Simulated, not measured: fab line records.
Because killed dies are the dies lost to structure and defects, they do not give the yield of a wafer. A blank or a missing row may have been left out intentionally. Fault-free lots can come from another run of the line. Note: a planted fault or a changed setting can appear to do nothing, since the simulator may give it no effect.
fab line records | flow sfqLine
[record] lots = 14 wafers = 42 lastDay = 90
route steps=325 shown I7@297
lots untouched by any fault: they come from a run of this same line in which no faults occurred
startH: the number of hours between the record's first day and the start of the first shown wafer of the lot | waitH: time in hours since the lot's previous step | " the same as in the row above | L1.1+2: a single row standing in for several wafers | - no value, or no start was given | * or withheld: withheld | < > ~ a bound
route shown NAME@n: a module of which the file shows steps, and the number in the route of the first | usual: mean/standard deviation of fault-free wafers | same: alike in all rows | chamber/n: place in a boat | sites: the reading at each site | _std_site: standard deviation of those values | _edge_site: the outer-site mean with the inner-site mean subtracted | radiusMm: for every site, how far away it sits from the centre of the wafer | mask NAME#n: copy n | behind: the last tool/chamber to shape the wafer | hold: reason for holding the lot/hours on hold/outcome of the hold | device: whichever transistor did not switch (one of n, p or np) | end of line: the tests these same wafers got at the end of their route | step lacking rows: just its recipe | killed: dies lost to structure and defects at the first sort, not the wafer's yield | map: a wafer's dies, x killed, . not, _ none there
set.NAME: setting as actually run; set.NAME@STEP: the setting as run at that earlier step | model.NAME: the simulator's own value behind a step, which no gauge read
the route's steps for a sample of lots (tables are steps, rows are wafers)
services: the hour from which a tool's chamber was out of use, counted from the record's first day as startH (under 0 if before that day), plus the number of hours and why
[[steps]]
[step SFQ_TRILAYER_I7_CMP_CMP_184]
[recipe] material = SiO2 downForcePsi = 3 platenRpm = 60 padVelocityMS = 0.94248
[usual] headPressurePsi = 3.000/0.0063 motorCurrentA = 10.6/1.3 timeToEndpointS = 219/8.4
// columns lot.wafer tool chamber startH waitH headPressurePsi motorCurrentA timeToEndpointS
L807.2 cmp-02 0 1763.16 0.0 3.009 9.9 225
L807.4 " 2 1764.16 1.0 2.996 9.8 224
L807.3 " 3 " " 3.000 12.0 225
L808.3 cmp-02 3 1779.76 0.0 2.999 12.2 205
L808.4 " 1 1780.76 1.0 2.998 13.0 208
L808.6 " 3 1781.76 2.0 3.008 12.1 202
L809.3 cmp-01 1 1783.94 0.0 3.002 10.4 205
L809.2 " 3 1784.94 1.0 3.004 10.5 231
L809.1 " 0 " " 2.995 9.6 222
L810.1 cmp-02 3 1788.12 1.0 2.990 12.7 222
L810.6 " 1 1789.12 2.0 3.004 13.1 222
L810.5 " 2 " " 2.990 9.4 220
L811.2 cmp-01 2 1789.52 0.0 2.999 9.9 200
L811.4 " 1 1791.02 1.5 3.000 10.0 210
L811.6 " 3 1792.02 2.5 3.004 10.6 214
L813.1 cmp-02 0 1800.82 0.5 3.007 10.4 212
L813.5 " 3 1802.32 2.0 2.989 12.5 211
L813.6 " 0 " " 2.999 10.2 227
L814.4 cmp-02 0 1803.82 1.9 2.996 10.5 221
L814.1 " 1 " " 3.002 12.7 216
L814.5 " 3 1805.32 3.4 3.005 12.7 224
L816.4 cmp-02 2 1806.82 1.3 3.004 9.3 214
L816.2 " 0 1807.82 2.3 3.005 10.6 219
L816.6 " 1 " " 2.989 12.4 216
L817.1 cmp-01 1 1812.96 2.8 2.999 9.2 218
L817.4 " 3 1813.96 3.8 3.001 10.0 228
L817.5 " 1 1814.96 4.8 3.004 10.0 222
L818.3 cmp-02 0 1832.25 2.2 3.003 10.2 229
L818.5 " 0 1834.25 4.2 3.007 10.3 233
L818.6 " 1 " " 3.000 13.5 217
L824.2 cmp-02 3 1926.85 21.0 3.001 12.2 225
L824.4 " 2 1928.35 22.5 2.994 9.0 230
L824.6 " 0 1929.35 23.5 2.990 10.4 237
L826.1 cmp-02 1 1977.96 0.5 2.708 11.5 247
L826.4 " 2 " " 2.700 9.1 237
L826.5 " 1 1979.96 2.5 2.704 11.5 240
L827.1 cmp-02 1 1980.58 0.0 2.710 12.2 238
L827.4 " 3 1981.58 1.0 2.687 11.6 248
L827.6 " 1 1982.58 2.0 2.700 11.8 242
L828.2 cmp-01 0 1987.80 0.0 3.013 8.7 229
L828.1 " 3 1989.30 1.5 2.999 10.7 224
L828.6 " 1 1990.30 2.5 2.999 9.7 222
[[services]]
// columns tool chamber startH hours kind
cmp-02 - 1749.84 0.5 repair
cmp-01 - 1764.83 0.8 repair
cmp-01 - 1776.29 4.0 pm
cmp-01 - 1780.29 - consumableReplace:conditioner
cmp-01 - 1780.29 - consumableReplace:pad
cmp-02 - 1809.98 3.6 repair
cmp-01 - 1818.12 15.7 pm
cmp-02 - 1886.16 1.6 repair
cmp-02 - 1912.47 1.6 repair
cmp-02 - 1917.15 0.7 repair
cmp-02 - 1931.36 0.9 repair
cmp-02 - 1944.70 3.2 repair
cmp-02 - 1947.92 4.0 pm
cmp-02 - 1951.92 - consumableReplace:conditioner
cmp-02 - 1951.92 - consumableReplace:pad
cmp-01 - 1953.76 0.2 repair
cmp-02 - 1959.63 9.5 pm
cmp-01 - 1969.15 0.4 repair
cmp-02 - 1969.91 0.6 repair
[[key]]
[firstSign] step = SFQ_TRILAYER_I7_CMP_CMP_184 reading = headPressurePsi direction = down sigmas = 48 usual = 3.000 struck = 2.701
[effect] step = SFQ_TRILAYER_I7_CMP_CMP_184 reading = timeToEndpointS direction = up sigmas = 2.8 usual = * struck = *
metAt SFQ_TRILAYER_I7_CMP_CMP_184
struckLots L826,L827
onsetBetween 1926.85 1977.96
[fault] kind = processParameterDrift tool = cmp-02 chamber = - onsetH = 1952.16 steps = SFQ_TRILAYER_I7_CMP_CMP_184 channel = downForcePsi offset = -0.30197 shape = step endH = 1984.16 actsIn = theseRecipesOnly stated = 3
